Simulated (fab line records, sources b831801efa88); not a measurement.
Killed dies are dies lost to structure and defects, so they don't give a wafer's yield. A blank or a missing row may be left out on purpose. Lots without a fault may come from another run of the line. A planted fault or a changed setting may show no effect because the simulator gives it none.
Which tool did it? | flow sky130 | 24 lots, 72 wafers sampled, at 2 steps of a route of 708

WHAT THE GAUGES READ, wafer by wafer
SKY_VIA1_RS_MEAS_22: measures by four-point-probe. Usual: VIA1_W_RS 0.426 ohm/sq, standard deviation 0.0041.
lot  | measured     | on            | VIA1_W_RS (ohm/sq) | flag
L074 | day 33 19:23 | film_metro-03 | 0.433 0.428 0.428  |
L075 | day 34 07:52 | film_metro-03 | 0.425 0.425 0.426  |
L076 | day 34 14:58 | film_metro-04 | 0.428 0.431 0.428  |
L077 | day 34 20:58 | film_metro-03 | 0.428 0.425 0.427  |
L078 | day 35 14:08 | film_metro-02 | 0.430 0.428 0.429  |
L079 | day 35 19:23 | film_metro-03 | 0.421 0.423 0.421  |
L080 | day 35 22:17 | film_metro-04 | 0.420 0.423 0.425  |
L081 | day 36 11:22 | film_metro-02 | 0.434 0.429 0.429  |
L082 | day 36 12:49 | film_metro-02 | 0.426 0.427 0.433  |
L083 | day 36 18:08 | film_metro-02 | 0.425 0.421 0.425  |
L084 | day 37 12:14 | film_metro-04 | 0.424 0.426 0.431  |
L085 | day 37 12:34 | film_metro-02 | 0.425 0.425 0.419  |
L086 | day 37 22:24 | film_metro-03 | 0.419 0.423 0.422  |
L087 | day 38 03:24 | film_metro-03 | 0.426 0.422 0.427  |
L088 | day 38 06:09 | film_metro-02 | 0.423 0.424 0.423  |
L089 | day 38 15:32 | film_metro-02 | 0.428 0.424 0.421  |
L090 | day 39 00:29 | film_metro-04 | 0.424 0.428 0.427  |
L091 | day 39 14:58 | film_metro-02 | 0.427 0.429 0.428  |
L092 | day 40 00:02 | film_metro-02 | 0.425 0.426 0.431  |
L093 | day 40 02:19 | film_metro-03 | 0.423 0.429 0.426  |
L094 | day 40 04:46 | film_metro-02 | 0.430 0.424 0.424  |
L095 | day 40 05:59 | film_metro-02 | 0.431 0.437 0.430  |
L096 | day 40 10:38 | film_metro-02 | 0.425 0.430 0.429  |
L097 | day 40 15:23 | film_metro-04 | 0.426 0.418 0.420  |

WHICH TOOL RAN EACH LOT (tool, then ch and the chambers of the sampled wafers, then the start)
lot  | SKY_METAL1_SPUTTER_03
L074 | pvd_sputter-02, day 31 11:25
L075 | pvd_sputter-01, day 32 00:33
L076 | pvd_sputter-01, day 32 05:42
L077 | pvd_sputter-01, day 32 14:20
L078 | pvd_sputter-04, day 33 06:53
L079 | pvd_sputter-02, day 33 13:17
L080 | pvd_sputter-01, day 33 15:29
L081 | pvd_sputter-02, day 34 04:52
L082 | pvd_sputter-04, day 34 07:01
L083 | pvd_sputter-02, day 34 11:25
L084 | pvd_sputter-01, day 35 05:19
L085 | pvd_sputter-02, day 35 06:29
L086 | pvd_sputter-04, day 35 15:56
L087 | pvd_sputter-04, day 35 21:15
L088 | pvd_sputter-02, day 35 23:21
L089 | pvd_sputter-04, day 36 11:05
L090 | pvd_sputter-02, day 36 17:45
L091 | pvd_sputter-02, day 37 10:11
L092 | pvd_sputter-04, day 37 18:57
L093 | pvd_sputter-02, day 37 20:59
L094 | pvd_sputter-04, day 38 00:44
L095 | pvd_sputter-01, day 38 01:25
L096 | pvd_sputter-02, day 38 05:41
L097 | pvd_sputter-04, day 38 12:34
- SKY_METAL1_SPUTTER_03: material Ti, target thk 5 nm, time 3.3 s.

WHAT THE TOOLS THEMSELVES READ (means of the sampled wafers that have a number; where no wafer has one, the mark that the record gives instead)
SKY_METAL1_SPUTTER_03. Usual: throttle_valve_pct 30.3 %, standard deviation 1.3.
lot  | tool           | throttle_valve_pct (%) | flag
L074 | pvd_sputter-02 | 30.9                   |
L075 | pvd_sputter-01 | 30.6                   |
L076 | pvd_sputter-01 | 30.3                   |
L077 | pvd_sputter-01 | 30.3                   |
L078 | pvd_sputter-04 | 29.1                   |
L079 | pvd_sputter-02 | 31.3                   |
L080 | pvd_sputter-01 | 30.2                   |
L081 | pvd_sputter-02 | 29.8                   |
L082 | pvd_sputter-04 | 28.8                   |
L083 | pvd_sputter-02 | 30.6                   |
L084 | pvd_sputter-01 | 31.1                   |
L085 | pvd_sputter-02 | 31.4                   |
L086 | pvd_sputter-04 | 29.1                   |
L087 | pvd_sputter-04 | 28.9                   |
L088 | pvd_sputter-02 | 32.6                   |
L089 | pvd_sputter-04 | 29.1                   |
L090 | pvd_sputter-02 | 30.0                   |
L091 | pvd_sputter-02 | 31.3                   |
L092 | pvd_sputter-04 | 29.2                   |
L093 | pvd_sputter-02 | 31.3                   |
L094 | pvd_sputter-04 | 29.1                   |
L095 | pvd_sputter-01 | 30.8                   |
L096 | pvd_sputter-02 | 31.0                   |
L097 | pvd_sputter-04 | 29.2                   |

THE ANSWER, worked out from the rows above alone
Rule: a lot is off if the mean of its wafers that have a number lies more than 3 standard deviations from the usual mean. A lot without any number at a reading at which 4 lots or more have one is off too. The other lots that the step has rows for count as sound. The gauges are gone through in route order, then the tools' own readings, and for those a lot's mean is taken as printed above. The first step at which some lot is off is used, and at that step the reading that is off furthest; a lot without a number counts as furthest.
No lot is off at any reading shown: from this, nothing can be told.

WHAT THE SIMULATOR HAD PUT IN
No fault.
